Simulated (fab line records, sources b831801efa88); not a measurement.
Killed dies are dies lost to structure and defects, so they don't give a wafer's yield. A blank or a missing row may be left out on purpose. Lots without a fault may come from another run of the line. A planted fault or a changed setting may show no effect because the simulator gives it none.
Problem report in the 8D (eight disciplines) form, filled by code | flow gf180mcu | the parts of the form that need people (team, actions taken, sign-off) are left out

1. THE PROBLEM
run_length_s at GF_HV_LDD_SOFTBAKE_42 reads a mean of 95.54 s on 9 wafers of 3 lots; wafers without a fault read 88.96 s with a standard deviation of 0.23. That is +29 standard deviations from the usual mean.
The step: time 60 s.
First seen on wafer L117.2, day 14 08:20, on litho_track-04. The record holds 42 wafers of 14 lots with a number at this step. Rule for "out", or "out of limits": more than 4 standard deviations from the usual mean. The other wafers with a number count as sound.

2. WHAT IT IS AND WHAT IT IS NOT
question                    | is                     | is not
which readings at this step | run_length_s           | -
which lots                  | L117, L119, L120       | L109, L110, L111, L112, L113, L126, L127, L128, L129, L131, L132
which wafers of those lots  | all that have a number | -
read on which tools         | litho_track-04         | litho_track-01, litho_track-03
when                        | from day 14 08:20      | up to then (15 sound wafers); but 18 sound wafers of L126, L127, L128, L129, L131, L132 came after

3. SUSPECTS, AND WHAT RULES EACH OUT
Counting: a tool at a process step up to the reading stays a suspect if it ran every lot that is out and no sound lot after the first of them.
- litho_track-04 at GF_HV_LDD_SOFTBAKE_42 (time 60 s): kept. It ran every lot that is out, first L117 (day 14 08:20), and no sound lot after that; its last sound lot up to then is L113 (day 13 04:53). Its own readings are out on those wafers: run_length_s.
Left after counting: litho_track-04 at GF_HV_LDD_SOFTBAKE_42.

4. THE CAUSE (what the simulator had put in)
Process parameter drift: litho_track-04, from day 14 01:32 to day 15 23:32, at GF_HV_LDD_SOFTBAKE_42. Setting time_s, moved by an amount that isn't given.
Counting left only this tool.

5. THE CHAIN OF EFFECTS, in route order
Each row: a reading whose mean over the struck wafers that have a number lies more than 3 standard deviations from the usual. Only readings for which the record gives a usual standard deviation are gone through. hours: the time from each lot's start at the first step in this table that gives one to its start at this step, as a median over the lots. sigmas: the change in usual standard deviations.
hours | step                  | reading      | usual   | on struck wafers | change | sigmas
0     | GF_HV_LDD_SOFTBAKE_42 | run_length_s | 88.96 s | 95.54            | +6.58  | +29
The process steps in it:
- GF_HV_LDD_SOFTBAKE_42: time 60 s.
Later measuring or inspecting steps at which every struck wafer that the step has a row for has a number for every such reading, and none has moved that far: GF_V1_RS_MEAS_24.

6. WHAT WOULD HAVE CAUGHT IT SOONER
In this record the first reading out of limits was taken at day 14 08:20, 7 hours after the fault began at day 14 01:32.
